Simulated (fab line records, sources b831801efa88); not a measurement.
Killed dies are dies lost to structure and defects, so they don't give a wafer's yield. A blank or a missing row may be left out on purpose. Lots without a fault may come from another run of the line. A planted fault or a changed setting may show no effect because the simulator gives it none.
fab line records | flow sky130
record lots=12 wafers=36 last_day=50
route steps=708 shown METAL1@454 METAL4@598 CAP2M@615 PAD_OPEN@708
lots that met no fault: from a run of the same line without faults
start_h: hours from the record's first day to the start of the lot's first wafer shown | wait_h: hours since the lot's step before | " the same as in the row above | L1.1+2: a row that stands for several wafers | - no value, or no start given | * or withheld: withheld | < > ~ a bound
route shown NAME@n: a module of which the file shows steps, and the number in the route of the first | usual: mean/standard deviation of fault-free wafers | same: alike in all rows | chamber/n: place in a boat | sites: the reading at each site | _std_site: their standard deviation | _edge_site: outer sites' mean less inner sites' | radius_mm: how far each site lies from the wafer's centre | mask NAME#n: copy n | behind: the tool/chamber that last shaped the wafer | hold: why the lot was held/for how many hours/how that ended | device: the transistor (n, p or np) that didn't switch | end of line: the same wafers' tests at the end of the route | a step without rows: its recipe alone | killed: dies lost to structure and defects at the first sort, not the wafer's yield | map: a wafer's dies, x killed, . not, _ none there
set.NAME: the setting as run; set.NAME@STEP: as run at that earlier step | model.NAME: the simulator's own value behind a step, which no gauge read
steps of the route over a sample of lots; a table a step, a row a wafer
services: from which hour (start_h, from the record's first day; less than 0 if before it) a tool's chamber was out of use, for how many hours, and why
## steps
# step SKY_METAL1_STRIP_20
# recipe chemistry=O2/N2 power_w=1400 pressure_mtorr=1500 platen_temp_c=withheld o2_flow_sccm=3000 n2_flow_sccm=300 overash_fraction=0.5
# usual drypump_motor_current_A=5.8/0.53 oes_product_au=0.343/0.0055 strip_time_to_endpoint_s=2.69/0.083
# columns lot.wafer tool chamber start_h wait_h drypump_motor_current_A oes_product_au rf_hours_counter_h strip_time_to_endpoint_s
L238.1 plasma_asher-01 1 768.43 0.1 5.3 0.339 98 2.68
L238.2 " 0 " " 5.6 0.337 98 2.70
L238.6 " 0 " " 5.6 0.340 - 2.66
L239.1 plasma_asher-03 0 777.42 0.1 6.2 0.347 66 2.72
L239.2 " 1 " " 6.2 0.338 66 2.58
L239.6 " 1 " " 6.2 0.342 - 2.74
L241.3 plasma_asher-03 1 796.30 0.1 6.2 0.352 - 2.78
L241.5 " 1 " " 6.3 0.344 - 2.73
L241.6 " 0 " " 6.2 0.343 - 2.63
L242.1 plasma_asher-03 0 808.53 0.1 6.2 0.340 69 2.64
L242.4 " 0 " " 6.2 0.345 - 2.65
L242.6 " 0 " " 6.2 0.342 - 2.61
L244.1 plasma_asher-04 1 817.85 0.1 4.9 0.341 39 2.63
L244.2 " 0 " " 5.6 0.348 39 2.75
L244.5 " 1 " " 4.9 0.340 - 2.73
L245.2 plasma_asher-03 0 827.72 0.1 6.2 0.340 71 2.64
L245.4 " 1 " " 6.2 0.339 - 2.66
L245.6 " 0 " " 6.2 0.337 - 2.67
L248.4 plasma_asher-04 0 853.51 0.1 5.6 0.350 - 2.76
L248.5 " 1 " " 4.9 0.338 - 2.62
L248.6 " 0 " " 5.6 0.350 - 2.75
L252.3 plasma_asher-04 0 884.36 0.1 5.6 0.342 - 2.57
L252.5 " 0 " " 5.6 0.332 - 2.60
L252.6 " 1 " " 4.9 0.344 - 2.69
L253.3 plasma_asher-03 0 890.61 0.1 6.2 0.345 - 2.63
L253.4 " 1 " " 6.3 0.346 - 2.66
L253.6 " 1 " " 6.2 0.342 - 2.62
L257.3 plasma_asher-03 0 914.59 0.1 6.2 0.343 - 2.67
L257.4 " 1 " " 6.2 0.347 - 2.69
L257.6 " 0 " " 6.2 0.347 - 2.68
L258.1 plasma_asher-03 0 920.51 0.1 6.2 0.342 84 2.73
L258.3 " 1 " " 6.2 0.343 - 2.73
L258.6 " 0 " " 6.2 0.342 - 2.74
L259.2 plasma_asher-04 0 927.23 0.1 5.6 0.358 50 2.90
L259.3 " 0 " " 5.6 0.348 - 2.86
L259.4 " 1 " " 4.9 0.335 - 2.67
# step SKY_METAL4_SPUTTER_00
# recipe material=Ti target_thk_nm=15 power_w=3000 time_s=10 chamber_pressure_pa=0.4
# usual throttle_valve_pct=29.6/1.1
# same time_s=10
# columns lot.wafer tool chamber start_h wait_h throttle_valve_pct
L238.1 pvd_sputter-04 - 929.53 0.1 29.5
L238.2 " - " " 30.1
L238.6 " - " " 29.5
L239.1 pvd_sputter-04 - 935.66 0.1 30.1
L239.2 " - " " 29.6
L239.6 " - " " 29.4
L241.3 pvd_sputter-03 - 955.61 0.1 32.0
L241.5 " - " " 30.4
L241.6 " - " " 28.9
L242.1 pvd_sputter-03 - 967.02 0.2 30.2
L242.4 " - " " 29.0
L242.6 " - " " 28.9
L244.1 pvd_sputter-03 - 977.24 0.1 30.4
L244.2 " - " " 28.9
L244.5 " - " " 28.5
L245.2 pvd_sputter-03 - 986.66 0.2 28.2
L245.4 " - " " 30.4
L245.6 " - " " 31.9
L248.4 pvd_sputter-04 - 1013.80 0.2 29.4
L248.5 " - " " 28.7
L248.6 " - " " 29.8
L252.3 pvd_sputter-04 - 1041.83 0.1 29.6
L252.5 " - " " 29.9
L252.6 " - " " 29.1
L253.3 pvd_sputter-03 - 1047.15 0.2 29.1
L253.4 " - " " 30.2
L253.6 " - " " 29.2
L257.3 pvd_sputter-03 - 1067.38 0.2 28.9
L257.4 " - " " 31.5
L257.6 " - " " 30.6
L258.1 pvd_sputter-03 - 1070.18 0.2 28.9
L258.3 " - " " 30.2
L258.6 " - " " 28.4
L259.2 pvd_sputter-03 - 1077.29 0.1 30.0
L259.3 " - " " 28.9
L259.4 " - " " 28.2
# step SKY_CAP2M_OVL_MEAS_12
# usual CAP2M_OVL=-0.3/1.3
# columns lot.wafer tool chamber start_h wait_h CAP2M_OVL[nm]
L238.1 overlay-01 - 953.79 0.1 1.9
L238.2 " - " " -0.1
L238.6 " - " " 1.3
L239.1 overlay-02 - 959.94 0.1 -1.3
L239.2 " - " " -2.5
L239.6 " - " " -0.2
L241.3 overlay-01 - 979.16 0.1 -1.7
L241.5 " - " " -0.2
L241.6 " - " " -0.2
L242.1 overlay-01 - 990.89 0.1 -1.6
L242.4 " - " " 0.0
L242.6 " - " " 1.1
L244.1 overlay-02 - 1001.40 0.1 -3.4
L244.2 " - " " -1.5
L244.5 " - " " -1.9
L245.2 overlay-02 - 1009.75 0.1 1.9
L245.4 " - " " 0.9
L245.6 " - " " 2.5
L248.4 overlay-02 - 1036.52 0.1 1.8
L248.5 " - " " 0.4
L248.6 " - " " 0.0
L252.3 overlay-01 - 1064.16 0.1 0.3
L252.5 " - " " -1.0
L252.6 " - " " -0.7
L253.3 overlay-01 - 1069.96 0.1 -0.6
L253.4 " - " " 0.9
L253.6 " - " " 0.3
L257.3 overlay-01 - 1089.30 0.1 -1.2
L257.4 " - " " -0.5
L257.6 " - " " 0.6
L258.1 overlay-01 - 1092.05 0.1 1.3
L258.3 " - " " -0.4
L258.6 " - " " 0.0
L259.2 overlay-01 - 1097.31 0.1 -1.3
L259.3 " - " " -0.3
L259.4 " - " " -1.4
# step SKY_METAL4_DESCUM_15
# recipe chemistry=O2 source_power_w=150 bias_power_w=0 pressure_mtorr=10 temp_c=40 time_s=8
# usual drypump_motor_current_A=5.99/0.19 oes_product_au=1.007/0.011
# same time_s=8
# columns lot.wafer tool chamber start_h wait_h drypump_motor_current_A oes_product_au rf_hours_counter_h
L238.1 rie_metal-03 0 978.54 0.0 5.60 1.013 15
L238.2 " 1 " " 5.98 1.005 12
L238.6 " 0 " " 5.61 1.010 -
L239.1 rie_metal-03 0 984.35 0.0 5.62 1.013 16
L239.2 " 1 " " 5.97 1.003 13
L239.6 " 0 " " 5.61 1.015 -
L241.3 rie_metal-03 0 1003.45 0.0 5.62 1.031 -
L241.5 " 0 " " 5.62 1.017 -
L241.6 " 1 " " 5.96 1.003 -
L242.1 rie_metal-01 0 1014.84 0.0 5.98 1.003 12
L242.4 " 0 " " 5.96 1.006 -
L242.6 " 0 " " 5.98 1.004 -
L244.1 rie_metal-02 1 1024.85 0.0 6.33 1.012 10
L244.2 " 0 " " 5.99 0.990 15
L244.5 " 0 " " 5.98 0.993 -
L245.2 rie_metal-02 1 1033.74 0.0 6.31 0.999 10
L245.4 " 1 " " 6.30 1.008 -
L245.6 " 1 " " 6.29 1.006 -
L248.4 rie_metal-02 1 1059.50 0.0 6.31 1.020 -
L248.5 " 1 " " 6.31 1.011 -
L248.6 " 0 " " 6.00 0.981 -
L252.3 rie_metal-01 0 1086.91 0.0 5.96 1.015 -
L252.5 " 0 " " 5.96 1.025 -
L252.6 " 1 " " 5.96 1.005 -
L253.3 rie_metal-02 1 1092.36 0.0 6.31 1.026 -
L253.4 " 0 " " 5.98 1.003 -
L253.6 " 0 " " 5.96 1.007 -
L257.3 rie_metal-01 1 1110.00 0.0 5.94 1.014 -
L257.4 " 0 " " 5.95 1.019 -
L257.6 " 0 " " 5.94 1.004 -
L258.1 rie_metal-01 1 1113.29 0.0 5.94 1.008 5
L258.3 " 0 " " 5.95 1.003 -
L258.6 " 0 " " 5.95 1.012 -
L259.2 rie_metal-02 1 1117.60 0.0 6.35 1.018 16
L259.3 " 1 " " 6.32 1.019 -
L259.4 " 0 " " 6.00 1.003 -
# step SKY_PAD_OPEN_PROBE_99
# usual defect_limited_yield=82.8/2 killed_at_M0_to_M3=43/7.8 killed_at_M4_up=3.2/1.9 killed_at_contacts=24/5 killed_at_front_end=14/4.5 killed_at_other=0.2/0.41 killed_dies=84/9.6 killed_open=47/6.9 killed_short=38/6 sort_bin_3_pad_short=0.8/0.43 sort_bin_5_function=10.1/1.4 sort_bin_6_memory=6.3/1.1 sort_n_pass=408/9.6 sort_yield_pct=82.8/2
# same gross_dies=492 killed_at_back_side=0 sort_bin_4_leakage[%]=0 sort_bin_8_speed[%]=0
# columns lot.wafer tool chamber start_h wait_h defect_limited_yield[%] killed_at_M0_to_M3 killed_at_M4_up killed_at_contacts killed_at_front_end killed_at_other killed_dies killed_open killed_short sort_bin_3_pad_short[%] sort_bin_5_function[%] sort_bin_6_memory[%] sort_n_pass sort_yield_pct[%]
L257.3 prober-01 - 1187.77 0.2 76.0 80 2 18 18 0 118 50 27 2.0 15.9 6.1 374 76.0
L257.4 prober-01 - 1187.82 0.2 78.9 65 2 26 11 0 104 36 38 1.6 13.6 5.9 388 78.9
L257.6 prober-01 - 1187.92 0.2 74.2 90 2 21 14 0 127 36 37 2.6 17.1 6.1 365 74.2
L258.1 prober-02 - 1190.24 0.1 76.4 76 7 24 9 0 116 31 38 2.6 15.2 5.7 376 76.4
L258.3 prober-02 - 1190.34 0.2 79.9 58 4 22 15 0 99 45 28 1.8 13.6 4.7 393 79.9
L258.6 prober-02 - 1190.49 0.2 75.2 84 1 28 9 0 122 35 34 2.8 15.9 6.1 370 75.2
# killed by level:class
L257.3 METAL1:unspecified=41 VIA1:geometric_particle:open=11 CONTACT:geometric_particle:open=7 VIA3:geometric_particle:open=7 FIELD_ISO:geometric_particle:open=6 LI_CONTACT:geometric_particle:open=6 METAL1:geometric_particle:short=6 POLY_GATE:geometric_particle:short=4
L257.4 METAL1:unspecified=30 CONTACT:geometric_particle:open=9 VIA2:geometric_particle:open=7 LOCAL_INTERCONNECT:geometric_particle:short=6 CONTACT:geometric_particle:short=5 LI_CONTACT:geometric_particle:open=5 METAL2:geometric_particle:short=5 VIA1:geometric_particle:short=5
L257.6 METAL1:unspecified=54 VIA1:geometric_particle:open=9 LI_CONTACT:geometric_particle:open=7 CONTACT:geometric_particle:open=5 VIA1:geometric_particle:short=5 FIELD_ISO:geometric_particle:short=4 LOCAL_INTERCONNECT:geometric_particle:short=4 METAL1:geometric_particle:short=4
L258.1 METAL1:unspecified=47 CONTACT:geometric_particle:open=8 LI_CONTACT:geometric_particle:open=5 METAL4:geometric_particle:short=5 VIA1:geometric_particle:short=5 METAL2:geometric_particle:short=5 VIA1:geometric_particle:open=4 CONTACT:geometric_particle:short=4
L258.3 METAL1:unspecified=26 CONTACT:geometric_particle:open=10 VIA2:geometric_particle:open=10 VIA1:geometric_particle:open=6 LOCAL_INTERCONNECT:geometric_particle:short=5 VIA3:geometric_particle:short=5 LI_CONTACT:geometric_particle:open=5 FIELD_ISO:geometric_particle:open=4
L258.6 METAL1:unspecified=53 CONTACT:geometric_particle:open=11 VIA1:geometric_particle:open=7 LOCAL_INTERCONNECT:geometric_particle:short=6 CONTACT:geometric_particle:short=5 VIA2:geometric_particle:open=5 VIA2:geometric_particle:short=3 POLY_GATE:geometric_particle:open=3
## services
# columns tool chamber start_h hours kind
rie_metal-02 - 756.16 1.4 pm
pvd_sputter-03 - 762.75 4.0 repair
pvd_sputter-04 - 767.82 3.7 repair
pvd_sputter-04 - 771.01 2.0 repair
pvd_sputter-03 - 783.32 1.8 repair
rie_metal-01 - 786.64 0.2 repair
pvd_sputter-04 - 793.38 1.8 repair
rie_metal-02 - 800.81 0.6 repair
pvd_sputter-03 - 824.93 2.9 repair
plasma_asher-04 - 854.42 21.9 repair
rie_metal-02 - 855.97 0.8 repair
rie_metal-02 - 881.20 0.7 repair
plasma_asher-03 - 884.50 0.3 repair
rie_metal-01 0 911.02 9.7 repair
rie_metal-02 - 919.90 2.8 pm
pvd_sputter-04 - 923.37 1.8 repair
plasma_asher-03 - 930.92 2.9 repair
plasma_asher-04 - 949.79 2.9 repair
rie_metal-01 - 966.48 0.8 repair
pvd_sputter-04 - 978.23 4.6 repair
pvd_sputter-04 - 993.71 3.4 repair
pvd_sputter-04 - 1023.62 2.4 repair
pvd_sputter-04 - 1059.55 3.9 repair
pvd_sputter-04 - 1061.28 7.2 repair
## key
first_sign step=SKY_PAD_OPEN_PROBE_99 reading=killed_at_M0_to_M3 direction=up sigmas=4.2 usual=43 struck=76
effect step=SKY_PAD_OPEN_PROBE_99 reading=sort_bin_5_function direction=up sigmas=3.6 usual=10.1 struck=15.2
met_at SKY_METAL1_STRIP_20
struck_lots L257,L258
not_acting_at SKY_METAL4_SPUTTER_00,SKY_CAP2M_OVL_MEAS_12,SKY_METAL4_DESCUM_15
onset_between 890.61 914.59
fault kind=chamber_particle_source tool=plasma_asher-03 chamber=- onset_h=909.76 steps=SKY_METAL1_STRIP_20 rate_per_visit_cm2=0.711 end_h=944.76
